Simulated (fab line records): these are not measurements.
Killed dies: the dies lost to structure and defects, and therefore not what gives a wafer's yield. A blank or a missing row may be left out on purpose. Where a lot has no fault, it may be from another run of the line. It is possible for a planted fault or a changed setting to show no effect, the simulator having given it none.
fab line records + flow sky130 + part 2 of 2: steps 43 to 43 of 43
record
- lots=6
- wafers=18
- last-day=49
route steps=708 shown VIA3@589 METAL4@598 CAP2M@603 PAD_OPEN@708
lots that met no fault: from a run of the same line without faults
start-h: the number of hours between the record's first day and the start of the first shown wafer of the lot + wait-h: hours since the lot's step before + " same as the row above + L1.1+2: several wafers, shown together as one row + - value missing, or start not given + * or withheld: withheld + < > ~ a bound
route shown NAME@n: NAME is a module with steps in the file, n the number in the route of the first one + usual: the fault-free wafers' mean and standard deviation + same: alike in all rows + chamber/n: place in a boat + sites: per-site readings + _std_site: standard deviation of those values + _edge_site: outer sites' mean less inner sites' + radius-mm: how far each site lies from the wafer's centre + mask NAME#n: copy n + behind: the tool/chamber that last shaped the wafer + hold: the reason the lot was held/the length of the hold in hours/how it ended + device: transistor that didn't switch, given as n, p or np + end of line: tests run on the same wafers once the route is complete + step lacking rows: just its recipe + killed: dies lost to structure and defects at the first sort, not the wafer's yield + map: a wafer's dies, marking killed ones x, the rest . and places with no die _
set.NAME: the setting as run; set.NAME@STEP: as run at that earlier step + model.NAME: the simulator's own value behind a step, which no gauge read
lots seen at some steps along the route; tables by step, rows by wafer
services: from which hour (start-h, from the record's first day; less than 0 if before it) a tool's chamber was out of use, for how many hours, and why
## steps
# step SKY_PAD_OPEN_PROBE_99
# usual
- defect-limited-yield=82.9/2
- killed_at_M0_to_M3=43/7
- killed_at_M4_up=3.0/1.9
- killed-at-contacts=24/4.6
- killed-at-front-end=15/4.1
- killed-at-other=0.3/0.52
- killed-dies=84/9.7
- killed-open=46/6.9
- killed-short=38/6.8
- sort_bin_3_pad_short=0.8/0.41
- sort_bin_5_function=10.2/1.5
- sort_bin_6_memory=6.1/1.1
- sort-n-pass=408/9.7
- sort-yield-pct=82.9/2
# same
- gross-dies=492
- killed-at-back-side=0
- sort_bin_4_leakage[%]=0
- sort_bin_8_speed[%]=0
| lot.wafer | tool      | chamber | start-h | wait-h | defect-limited-yield[%] | killed_at_M0_to_M3 | killed_at_M4_up | killed-at-contacts | killed-at-front-end | killed-at-other | killed-dies | killed-open | killed-short | sort_bin_3_pad_short[%] | sort_bin_5_function[%] | sort_bin_6_memory[%] | sort-n-pass | sort-yield-pct[%] | model.etest.tester.sort-n-pass | model.etest.tester.sort-yield-pct | model.etest.tester.sort_bin_5_pct | model.etest.tester.sort_bin_3_pct |
|-----------|-----------|---------|---------|--------|-------------------------|--------------------|-----------------|--------------------|---------------------|-----------------|-------------|-------------|--------------|-------------------------|------------------------|----------------------|-------------|-------------------|--------------------------------|-----------------------------------|-----------------------------------|-----------------------------------|
| L504.4    | prober-02 | -       | 1116.35 | 0.2    | 82.1                    | 41                 | 0               | 27                 | 20                  | 0               | 88          | 44          | 43           | 1.0                     | 9.3                    | 7.5                  | 404         | 82.1              | 404                            | 82.11                             | 9.35                              | 1.016                             |
| L504.5    | prober-02 | -       | 1116.40 | 0.2    | 80.9                    | 41                 | 3               | 28                 | 22                  | 0               | 94          | 46          | 47           | 1.2                     | 10.8                   | 7.1                  | 398         | 80.9              | 398                            | 80.89                             | 10.77                             | 1.22                              |
| L504.6    | prober-02 | -       | 1116.45 | 0.2    | 80.5                    | 56                 | 3               | 23                 | 14                  | 0               | 96          | 51          | 45           | 0.4                     | 11.0                   | 8.1                  | 396         | 80.5              | 396                            | 80.49                             | 10.98                             | 0.4065                            |
| L506.2    | prober-02 | -       | 1130.48 | 0.1    | 73.6                    | 28                 | 68              | 21                 | 13                  | 0               | 130         | 35          | 27           | 4.7                     | 15.7                   | 6.1                  | 362         | 73.6              | 362                            | 73.58                             | 15.65                             | 4.675                             |
| L506.3    | prober-02 | -       | 1130.53 | 0.2    | 79.5                    | 34                 | 37              | 19                 | 11                  | 0               | 101         | 37          | 31           | 2.6                     | 13.0                   | 4.9                  | 391         | 79.5              | 391                            | 79.47                             | 13.01                             | 2.642                             |
| L506.4    | prober-02 | -       | 1130.58 | 0.2    | 71.1                    | 36                 | 71              | 23                 | 12                  | 0               | 142         | 38          | 35           | 6.1                     | 17.5                   | 5.3                  | 350         | 71.1              | 350                            | 71.14                             | 17.48                             | 6.098                             |
| L507.1    | prober-01 | -       | 1133.78 | 0.1    | 77.4                    | 47                 | 31              | 23                 | 10                  | 0               | 111         | 47          | 34           | 4.1                     | 13.0                   | 5.5                  | 381         | 77.4              | 381                            | 77.44                             | 13.01                             | 4.065                             |
| L507.4    | prober-01 | -       | 1133.93 | 0.2    | 73.8                    | 21                 | 77              | 23                 | 8                   | 0               | 129         | 32          | 23           | 4.3                     | 16.5                   | 5.5                  | 363         | 73.8              | 363                            | 73.78                             | 16.46                             | 4.268                             |
| L507.5    | prober-01 | -       | 1133.98 | 0.2    | 77.0                    | 43                 | 34              | 23                 | 13                  | 0               | 113         | 47          | 40           | 3.3                     | 14.0                   | 5.7                  | 379         | 77.0              | 379                            | 77.03                             | 14.02                             | 3.252                             |
| L512.1    | prober-01 | -       | 1164.28 | 0.1    | 82.3                    | 32                 | 6               | 28                 | 21                  | 0               | 87          | 41          | 46           | 1.6                     | 10.0                   | 6.1                  | 405         | 82.3              | 405                            | 82.32                             | 9.959                             | 1.626                             |
| L512.3    | prober-01 | -       | 1164.38 | 0.2    | 82.7                    | 41                 | 5               | 25                 | 13                  | 1               | 85          | 42          | 43           | 1.0                     | 10.0                   | 6.3                  | 407         | 82.7              | 407                            | 82.72                             | 9.959                             | 1.016                             |
| L512.4    | prober-01 | -       | 1164.43 | 0.2    | 84.8                    | 37                 | 4               | 24                 | 10                  | 0               | 75          | 40          | 35           | 0.2                     | 8.5                    | 6.5                  | 417         | 84.8              | 417                            | 84.76                             | 8.537                             | 0.2033                            |
| L515.3    | prober-02 | -       | 1174.88 | 0.2    | 82.1                    | 48                 | 2               | 24                 | 14                  | 0               | 88          | 51          | 37           | 1.0                     | 11.2                   | 5.7                  | 404         | 82.1              | 404                            | 82.11                             | 11.18                             | 1.016                             |
| L515.4    | prober-02 | -       | 1174.93 | 0.2    | 84.6                    | 40                 | 3               | 24                 | 8                   | 1               | 76          | 42          | 33           | 1.0                     | 7.7                    | 6.7                  | 416         | 84.6              | 416                            | 84.55                             | 7.724                             | 1.016                             |
| L515.5    | prober-02 | -       | 1174.98 | 0.2    | 82.3                    | 46                 | 2               | 28                 | 11                  | 0               | 87          | 42          | 45           | 0.6                     | 11.4                   | 5.7                  | 405         | 82.3              | 405                            | 82.32                             | 11.38                             | 0.6098                            |
| L516.1    | prober-01 | -       | 1178.71 | 0.1    | 85.4                    | 34                 | 2               | 22                 | 14                  | 0               | 72          | 37          | 34           | 1.0                     | 6.5                    | 7.1                  | 420         | 85.4              | 420                            | 85.37                             | 6.504                             | 1.016                             |
| L516.3    | prober-01 | -       | 1178.81 | 0.2    | 82.5                    | 43                 | 5               | 28                 | 10                  | 0               | 86          | 45          | 39           | 1.0                     | 12.2                   | 4.3                  | 406         | 82.5              | 406                            | 82.52                             | 12.2                              | 1.016                             |
| L516.4    | prober-01 | -       | 1178.86 | 0.2    | 84.6                    | 34                 | 2               | 23                 | 16                  | 1               | 76          | 48          | 26           | 0.2                     | 11.4                   | 3.9                  | 416         | 84.6              | 416                            | 84.55                             | 11.38                             | 0.2033                            |
# killed by level:class
L504.4 LOCAL_INTERCONNECT:geometric-particle:short=9 VIA1:geometric-particle:open=8 POLY_GATE:geometric-particle:open=6 CONTACT:geometric-particle:open=6 METAL1:geometric-particle:short=5 VIA1:geometric-particle:short=5 METAL2:geometric-particle:short=5 VIA3:geometric-particle:open=5
L504.5 CONTACT:geometric-particle:open=12 METAL1:geometric-particle:short=8 METAL2:geometric-particle:short=7 VIA3:geometric-particle:open=7 VIA1:geometric-particle:open=6 FIELD_ISO:geometric-particle:open=5 LOCAL_INTERCONNECT:geometric-particle:short=5 FIELD_ISO:geometric-particle:short=4
L504.6 VIA1:geometric-particle:open=13 LI_CONTACT:geometric-particle:open=8 METAL1:geometric-particle:short=6 VIA1:geometric-particle:short=6 METAL2:geometric-particle:short=6 VIA3:geometric-particle:open=6 POLY_GATE:geometric-particle:short=5 METAL3:geometric-particle:short=5
L506.2 METAL4:unspecified=67 CONTACT:geometric-particle:open=7 LI_CONTACT:geometric-particle:open=6 VIA1:geometric-particle:open=6 FIELD_ISO:geometric-particle:short=5 LOCAL_INTERCONNECT:geometric-particle:short=4 VIA2:geometric-particle:short=4 VIA3:geometric-particle:open=4
L506.3 METAL4:unspecified=32 CONTACT:geometric-particle:open=8 VIA3:geometric-particle:open=8 METAL2:geometric-particle:short=6 LI_CONTACT:geometric-particle:open=5 VIA1:geometric-particle:open=5 VIA2:geometric-particle:short=5 FIELD_ISO:geometric-particle:open=4
L506.4 METAL4:unspecified=69 VIA1:geometric-particle:open=10 FIELD_ISO:geometric-particle:short=7 VIA2:geometric-particle:open=7 CONTACT:geometric-particle:short=6 CONTACT:geometric-particle:open=6 VIA2:geometric-particle:short=5 VIA3:geometric-particle:open=5
L507.1 METAL4:unspecified=30 VIA1:geometric-particle:open=12 LI_CONTACT:geometric-particle:open=8 METAL2:geometric-particle:short=8 VIA2:geometric-particle:open=7 CONTACT:geometric-particle:open=6 LOCAL_INTERCONNECT:geometric-particle:short=4 METAL1:geometric-particle:short=4
L507.4 METAL4:unspecified=74 CONTACT:geometric-particle:open=10 VIA1:geometric-particle:open=7 VIA3:geometric-particle:open=6 LI_CONTACT:geometric-particle:short=4 CONTACT:geometric-particle:short=4 FIELD_ISO:geometric-particle:short=3 LI_CONTACT:geometric-particle:open=3
L507.5 METAL4:unspecified=26 CONTACT:geometric-particle:open=9 VIA1:geometric-particle:open=9 VIA3:geometric-particle:open=9 CONTACT:geometric-particle:short=7 METAL2:geometric-particle:short=5 METAL4:geometric-particle:short=5 METAL3:geometric-particle:short=5
L512.1 LI_CONTACT:geometric-particle:open=8 CONTACT:geometric-particle:short=7 VIA1:geometric-particle:open=7 FIELD_ISO:geometric-particle:open=6 POLY_GATE:geometric-particle:short=5 LOCAL_INTERCONNECT:geometric-particle:short=5 METAL1:geometric-particle:short=5 VIA2:geometric-particle:open=5
L512.3 VIA1:geometric-particle:open=13 CONTACT:geometric-particle:short=9 CONTACT:geometric-particle:open=8 VIA3:geometric-particle:open=5 POLY_GATE:geometric-particle:short=4 LOCAL_INTERCONNECT:geometric-particle:short=4 METAL2:geometric-particle:short=4 FIELD_ISO:geometric-particle:open=3
L512.4 VIA1:geometric-particle:open=7 LI_CONTACT:geometric-particle:open=6 LOCAL_INTERCONNECT:geometric-particle:short=6 CONTACT:geometric-particle:open=6 METAL2:geometric-particle:short=6 METAL1:geometric-particle:short=5 METAL1:geometric-particle:open=5 VIA3:geometric-particle:open=5
L515.3 VIA2:geometric-particle:open=14 VIA1:geometric-particle:open=10 METAL1:geometric-particle:short=8 CONTACT:geometric-particle:short=8 CONTACT:geometric-particle:open=7 LI_CONTACT:geometric-particle:open=6 FIELD_ISO:geometric-particle:short=5 FIELD_ISO:geometric-particle:open=4
L515.4 LI_CONTACT:geometric-particle:open=8 VIA1:geometric-particle:open=7 CONTACT:geometric-particle:open=6 METAL2:geometric-particle:short=6 CONTACT:geometric-particle:short=5 METAL1:geometric-particle:short=5 VIA2:geometric-particle:open=5 VIA3:geometric-particle:open=5
L515.5 CONTACT:geometric-particle:open=13 VIA1:geometric-particle:open=12 CONTACT:geometric-particle:short=9 METAL1:geometric-particle:short=6 VIA1:geometric-particle:short=6 METAL2:geometric-particle:short=6 FIELD_ISO:geometric-particle:open=4 METAL3:geometric-particle:short=4
L516.1 LI_CONTACT:geometric-particle:open=7 VIA3:geometric-particle:open=6 CONTACT:geometric-particle:open=5 METAL1:geometric-particle:short=5 POLY_GATE:geometric-particle:open=4 CONTACT:geometric-particle:short=4 METAL2:geometric-particle:short=4 VIA1:geometric-particle:open=4
L516.3 CONTACT:geometric-particle:open=8 VIA2:geometric-particle:open=8 LI_CONTACT:geometric-particle:open=7 LOCAL_INTERCONNECT:geometric-particle:short=6 VIA3:geometric-particle:open=6 METAL3:geometric-particle:short=6 CONTACT:geometric-particle:short=5 VIA1:geometric-particle:open=5
L516.4 CONTACT:geometric-particle:open=9 VIA1:geometric-particle:open=9 VIA3:geometric-particle:open=9 LI_CONTACT:geometric-particle:open=6 METAL1:geometric-particle:short=6 FIELD_ISO:geometric-particle:open=5 VIA2:geometric-particle:open=5 SPACER:geometric-particle:short=4
# map L506.4 (x killed, . not)
__________x..x...xxx_________
________...x.x....xxx._______
______x...x....xxxxxxxxx_____
_____..........xxxxxxxxx.____
____..........xxxxxxxxxxxx___
___...x...x...xxxxxxxxxxx..__
__.....x......xx.xxxxxxx...._
_..x..........xxxxxxxxxxx....
_.........xx...xxxxxxxx......
_..x..x.........x...x..xx....
_..x.............x........x..
_........x...xx..xx........x.
_.................x.....xx...
_.................x.......x..
_xx...x.....x.x....x....x..x.
__...x....x..x......x.x....._
___...x....xx.....xx....x.x__
____.....x........x.x..x..___
_____x...........x..x....____
______..x.......x.x....._____
________..x..x...x...._______
__________x.....x..._________
# map L507.4 (x killed, . not)
__________....x....._________
________....x..x......_______
______.....x.....x......_____
_____.x..x...............____
____.......x..............___
___......x...x.x....x..x...__
__.......xx..xx.x.x.x.....x._
_.x..x..xxxxxxxxxx.xxx.......
_x..x...x.xxxxxxxxx.x........
_...x....xxxxxxxxxxx.......x.
_......x..xxxxxxxxx..........
_x..x....xxxxxxxxxx....x.x...
_..x.....xxxxxxxxx...x...x...
_........xxxxxxx....x........
_x.x........x...xx.....x..xx.
__.........x................_
___xxx.........x.x....x....__
____.....x.x..x...x...x..x___
_____....................____
______.................._____
________.....x........_______
__________..x......._________
## services
| tool            | chamber | start-h | hours | kind                   |
|-----------------|---------|---------|-------|------------------------|
| plasma-asher-04 | -       | 957.43  | 5.1   | repair                 |
| pecvd-04        | -       | 967.60  | 6.0   | pm                     |
| pecvd-04        | -       | 974.54  | 0.6   | repair                 |
| pecvd-02        | -       | 978.07  | 0.8   | pm                     |
| pvd-sputter-03  | -       | 987.66  | 2.1   | repair                 |
| plasma-asher-03 | -       | 987.77  | 14.6  | pm                     |
| cmp-02          | -       | 989.56  | 0.9   | repair                 |
| pvd-sputter-02  | 2       | 994.37  | -     | consumable-replace:kit |
| pvd-sputter-02  | 2       | 994.37  | 18.0  | scheduled-down         |
| pvd-sputter-02  | 2       | 994.37  | 18.0  | vent-cycle             |
| pecvd-02        | 0       | 997.33  | 5.0   | scheduled-down         |
| pvd-sputter-03  | 3       | 1028.91 | -     | consumable-replace:kit |
| pvd-sputter-03  | 3       | 1028.91 | 18.0  | scheduled-down         |
| pvd-sputter-03  | 3       | 1028.91 | 18.0  | vent-cycle             |
| pecvd-02        | 0       | 1031.55 | 5.7   | repair                 |
| cmp-02          | -       | 1048.19 | 5.5   | pm                     |
| pvd-sputter-01  | -       | 1051.26 | 1.4   | repair                 |
| pecvd-02        | 2       | 1051.62 | 5.5   | scheduled-down         |
| plasma-asher-04 | -       | 1055.27 | 9.0   | pm                     |
| plasma-asher-04 | 0       | 1055.27 | 9.0   | vent-cycle             |
| plasma-asher-04 | 1       | 1055.27 | 9.0   | vent-cycle             |
| pvd-sputter-03  | -       | 1060.25 | 1.5   | repair                 |
| cmp-01          | -       | 1060.54 | 0.8   | repair                 |
| pvd-sputter-01  | -       | 1065.12 | 0.6   | repair                 |
## key
first-sign
- step=SKY_PAD_OPEN_PROBE_99
- reading=killed_at_M4_up
- direction=up
- sigmas=27
- usual=3.0
- struck=53
effect
- step=SKY_PAD_OPEN_PROBE_99
- reading=sort_bin_3_pad_short
- direction=up
- sigmas=8.1
- usual=0.8
- struck=4.2
model-effect
- step=SKY_PAD_OPEN_PROBE_99
- value=etest.tester.sort-n-pass
- without=412.3
- struck=371
met-at SKY_METAL4_SPUTTER_03
struck-wafers L506.2,L506.3,L506.4,L507.1,L507.4,L507.5
also-fits SKY_CAP2M_STRIP_14:plasma-asher-04
fault
- kind=chamber-particle-source
- tool=pvd-sputter-02
- chamber=-
- onset-h=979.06
- steps=SKY_METAL4_SPUTTER_03
- rate-per-visit-cm2=2.1713
- end-h=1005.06
